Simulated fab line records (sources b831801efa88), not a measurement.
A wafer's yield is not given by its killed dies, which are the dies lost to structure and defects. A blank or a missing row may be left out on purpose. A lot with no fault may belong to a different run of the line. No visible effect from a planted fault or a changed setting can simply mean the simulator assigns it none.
Code-filled problem report in 8D (eight disciplines) form :: flow sky130 :: the parts of the form that need people (team, actions taken, sign-off) are left out

1. PROBLEM STATEMENT
Wafers free of any fault read 0.0269 ohm/sq (standard deviation 0.00034) for METAL5_ALCU_RS at SKY_METAL5_RS_MEAS_05, against a mean of 0.0164 ohm/sq on 6 wafers of 2 lots. That puts it -31 standard deviations away from the usual mean.
The step: measures by four-point-probe.
Seen first at day 46 18:11 on filmMetro-04, wafer L836.1. Wafers with a number at this step in the record: 30, from 10 lots. Rule for "out" (also "out of limits"): further than 4 standard deviations from the usual mean. The rest of the wafers with a number are treated as sound.

2. WHAT IT IS, AND WHAT IT ISN'T
question: which readings at this step
is: METAL5_ALCU_RS
is not: -

question: which lots
is: L836, L837
is not: L824, L826, L827, L840, L841, L843, L844, L845

question: which wafers of those lots
is: all that have a number
is not: -

question: read on which gauges
is: filmMetro-04
is not: filmMetro-01, filmMetro-02

question: when
is: from day 46 18:11
is not: up to then (9 sound wafers); but 15 sound wafers of L840, L841, L843, L844, L845 came after

3. THE SUSPECTS, EACH WITH WHAT RULES IT OUT
Counting: a tool stays on the suspect list if, at a process step up to the reading, it processed all lots that are out and no sound lot following the first of them.
- the gauge at SKY_METAL5_RS_MEAS_05 is ruled out. All the wafers that are out were read on filmMetro-04, but those of them that SKY_METAL5_METAL_ETCH_15 has rows for are out there too, on other tools.
- pvdSputter-03 at SKY_METAL5_SPUTTER_01 (material TiN, target thk 20 nm, time 16.7 s): kept. Every lot that is out went through it, starting with L836 (day 46 18:02), and after that it ran no sound lot; the last sound lot it ran before then is L827 (day 44 04:10).
- pvdSputter-03 at SKY_METAL5_SPUTTER_02 (material AlCu, target thk 1150 nm, time 61.2 s): kept. Every lot that is out went through it, starting with L836 (day 46 18:04), and after that it ran no sound lot; the last sound lot it ran before then is L827 (day 44 04:11).
After counting, pvdSputter-03 at SKY_METAL5_SPUTTER_01 and pvdSputter-03 at SKY_METAL5_SPUTTER_02 remain.

4. THE CAUSE (what the simulator had put in)
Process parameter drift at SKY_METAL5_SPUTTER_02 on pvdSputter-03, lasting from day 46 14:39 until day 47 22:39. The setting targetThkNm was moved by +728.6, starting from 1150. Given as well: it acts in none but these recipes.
2 suspects survive the count, and this tool is in that group.

5. THE CHAIN OF EFFECTS, in route order
Rows list readings where the struck wafers' mean (over those with a number) sits beyond 3 standard deviations from the usual. Only readings for which the record gives a usual standard deviation are gone through. hours: the time from each lot's start at the first step in this table that gives one to its start at this step, as a median over the lots. sigmas: the change in usual standard deviations.
hours: 0
step: SKY_METAL5_RS_MEAS_05
reading: METAL5_ALCU_RS
usual: 0.0269 ohm/sq
on struck wafers: 0.0164
change: -0.0105
sigmas: -31

hours: 0
step: SKY_METAL5_THK_MEAS_06
reading: METAL5_ALCU_THK
usual: 1174 nm
on struck wafers: 1903
change: +729
sigmas: +46

hours: 19
step: SKY_METAL5_METAL_ETCH_15
reading: oesProductAu
usual: 0.894 a.u.
on struck wafers: 0.993
change: +0.099
sigmas: +21

hours: 60
step: SKY_PAD_OPEN_PROBE_99
reading: defectLimitedYield
usual: 82.4 %
on struck wafers: 0.0
change: -82.4
sigmas: -43

hours: 60
step: SKY_PAD_OPEN_PROBE_99
reading: killed_at_M4_up
usual: 3.0
on struck wafers: 414.0
change: +411.0
sigmas: +99 or more

hours: 60
step: SKY_PAD_OPEN_PROBE_99
reading: killedDies
usual: 87
on struck wafers: 492
change: +405
sigmas: +44

hours: 60
step: SKY_PAD_OPEN_PROBE_99
reading: killedOnRim
usual: 18
on struck wafers: 96
change: +78
sigmas: +18

hours: 60
step: SKY_PAD_OPEN_PROBE_99
reading: sort_bin_5_function
usual: 10.3 %
on struck wafers: 93.2
change: +82.9
sigmas: +52

hours: 60
step: SKY_PAD_OPEN_PROBE_99
reading: sortNPass
usual: 405
on struck wafers: 0
change: -405
sigmas: -44

hours: 60
step: SKY_PAD_OPEN_PROBE_99
reading: sortYieldPct
usual: 82.4 %
on struck wafers: 0.0
change: -82.4
sigmas: -43
Here are the process steps it includes:
- SKY_METAL5_METAL_ETCH_15: etches the open film in Cl2/BCl3, stops on SiO2, target depth 1260 nm, time 252 s.
- SKY_PAD_OPEN_PROBE_99

6. WHAT WOULD HAVE CAUGHT IT SOONER
In this record the first reading out of limits at a measuring or inspecting step was taken at day 46 18:11, 4 hours after the fault began at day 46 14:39.
No tool reading at SKY_METAL5_SPUTTER_02 that has a usual standard deviation in the record was out on any struck wafer, so an alarm limit of 4 standard deviations on those readings would not have fired.
Among the 2 lots that are out, L837 began SKY_METAL5_SPUTTER_02 on pvdSputter-03 after day 46 18:11. Putting the tool on hold at that point would have spared it.
